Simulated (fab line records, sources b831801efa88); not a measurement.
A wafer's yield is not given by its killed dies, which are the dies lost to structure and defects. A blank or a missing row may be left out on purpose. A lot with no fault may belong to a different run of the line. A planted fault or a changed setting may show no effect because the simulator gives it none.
Commonality check across tools :: flow sky130 :: Sampled: 13 lots, 39 wafers

## REASON IT WAS OPENED
Of 13 lots, 1 have the reading DNWELL_TW flagged at SKY_DNWELL_TW_MEAS_09. No-fault wafers: 1123, standard deviation 12.
Rule: flag the lot when none of its wafers has a number, or when each of its wafers that has one lies beyond 4 standard deviations from that mean. All remaining lots are regarded as sound.

lot: L818
measured: day 3 12:17
on: film-metro-03
DNWELL_TW, wafer by wafer: 1113 1119 1114
flag: 

lot: L819
measured: day 3 13:08
on: film-metro-02
DNWELL_TW, wafer by wafer: 1110 1111 1112
flag: 

lot: L822
measured: day 4 02:28
on: film-metro-01
DNWELL_TW, wafer by wafer: 1137 1135 1139
flag: 

lot: L823
measured: day 4 11:08
on: film-metro-03
DNWELL_TW, wafer by wafer: 1116 1120 1118
flag: 

lot: L824
measured: day 4 20:11
on: film-metro-01
DNWELL_TW, wafer by wafer: 1145 1134 1141
flag: 

lot: L825
measured: day 4 20:13
on: film-metro-03
DNWELL_TW, wafer by wafer: 1115 1113 1123
flag: 

lot: L828
measured: day 5 10:25
on: film-metro-01
DNWELL_TW, wafer by wafer: 31 31 31
flag: FLAGGED

lot: L829
measured: day 5 18:10
on: film-metro-03
DNWELL_TW, wafer by wafer: 1112 1108 1110
flag: 

lot: L837
measured: day 7 11:43
on: film-metro-02
DNWELL_TW, wafer by wafer: 1126 1120 1125
flag: 

lot: L838
measured: day 7 15:56
on: film-metro-01
DNWELL_TW, wafer by wafer: 1146 1151 1146
flag: 

lot: L839
measured: day 7 19:52
on: film-metro-03
DNWELL_TW, wafer by wafer: 1110 1114 1104
flag: 

lot: L840
measured: day 8 04:32
on: film-metro-01
DNWELL_TW, wafer by wafer: 1136 1132 1141
flag: 

lot: L841
measured: day 8 10:40
on: film-metro-01
DNWELL_TW, wafer by wafer: 1129 1139 1142
flag: 
On average the flagged lots' numbers are 31, which is -1092 against the usual, or -91 standard deviations.

## WHICH TOOL EACH LOT WENT THROUGH
The record holds 1 process step before the reading, out of a route of 708 steps. Every cell lists first the tool, next ch and the chambers used by the sampled wafers, and last the start.
lot: L818
flag: 
SKY_DNWELL_EXPOSE_04: iline-stepper-01 ch 0, day 3 04:34

lot: L819
flag: 
SKY_DNWELL_EXPOSE_04: iline-stepper-01 ch 0, day 3 05:49

lot: L822
flag: 
SKY_DNWELL_EXPOSE_04: iline-stepper-01 ch 0, day 3 18:05

lot: L823
flag: 
SKY_DNWELL_EXPOSE_04: iline-stepper-02 ch 0, day 4 03:11

lot: L824
flag: 
SKY_DNWELL_EXPOSE_04: iline-stepper-01 ch 0, day 4 10:41

lot: L825
flag: 
SKY_DNWELL_EXPOSE_04: iline-stepper-02 ch 0, day 4 10:55

lot: L828
flag: FLAGGED
SKY_DNWELL_EXPOSE_04: iline-stepper-01 ch 0, day 5 01:28

lot: L829
flag: 
SKY_DNWELL_EXPOSE_04: iline-stepper-01 ch 0, day 5 09:30

lot: L837
flag: 
SKY_DNWELL_EXPOSE_04: iline-stepper-02 ch 0, day 7 02:34

lot: L838
flag: 
SKY_DNWELL_EXPOSE_04: iline-stepper-02 ch 0, day 7 07:09

lot: L839
flag: 
SKY_DNWELL_EXPOSE_04: iline-stepper-02 ch 0, day 7 10:50

lot: L840
flag: 
SKY_DNWELL_EXPOSE_04: iline-stepper-02 ch 0, day 7 17:49

lot: L841
flag: 
SKY_DNWELL_EXPOSE_04: iline-stepper-01 ch 0, day 8 00:20
What the steps here do:
- SKY_DNWELL_EXPOSE_04: exposes mask DNM, target cd 3000 nm.
- SKY_DNWELL_TW_MEAS_09

## FLAGGED OVER TOTAL, TOOL BY TOOL (the gauges that took the reading come last)
step: SKY_DNWELL_EXPOSE_04
tool: iline-stepper-01
lots run: 7
flagged: 1
share of the flagged lots: all
sound lots run after its first flagged lot: 2 (L829,L841)

step: SKY_DNWELL_EXPOSE_04
tool: iline-stepper-02
lots run: 6
flagged: 0
share of the flagged lots: none
sound lots run after its first flagged lot: -

step: SKY_DNWELL_TW_MEAS_09
tool: film-metro-01
lots run: 6
flagged: 1
share of the flagged lots: all
sound lots run after its first flagged lot: 3 (L838,L840,L841)

step: SKY_DNWELL_TW_MEAS_09
tool: film-metro-02
lots run: 2
flagged: 0
share of the flagged lots: none
sound lots run after its first flagged lot: -

step: SKY_DNWELL_TW_MEAS_09
tool: film-metro-03
lots run: 5
flagged: 0
share of the flagged lots: none
sound lots run after its first flagged lot: -

## WHAT IS ALLOWED BY THE TABLE
Rows of the table that ran all the flagged lots, 2 in number: iline-stepper-01 at SKY_DNWELL_EXPOSE_04; film-metro-01 at SKY_DNWELL_TW_MEAS_09.
- iline-stepper-01 at SKY_DNWELL_EXPOSE_04: 1 of its 7 lots flagged. Lots that were sound ran on it after the first flagged one (L829, L841); a persistent fault on the entire tool would not allow that.
- film-metro-01 at SKY_DNWELL_TW_MEAS_09: 1 of its 6 lots flagged. Lots that were sound ran on it after the first flagged one (L838, L840, L841); a persistent fault on the entire tool would not allow that.
No row of the table ran every flagged lot and no sound lot after the first.

## WHAT HAD BEEN PUT IN BY THE SIMULATOR
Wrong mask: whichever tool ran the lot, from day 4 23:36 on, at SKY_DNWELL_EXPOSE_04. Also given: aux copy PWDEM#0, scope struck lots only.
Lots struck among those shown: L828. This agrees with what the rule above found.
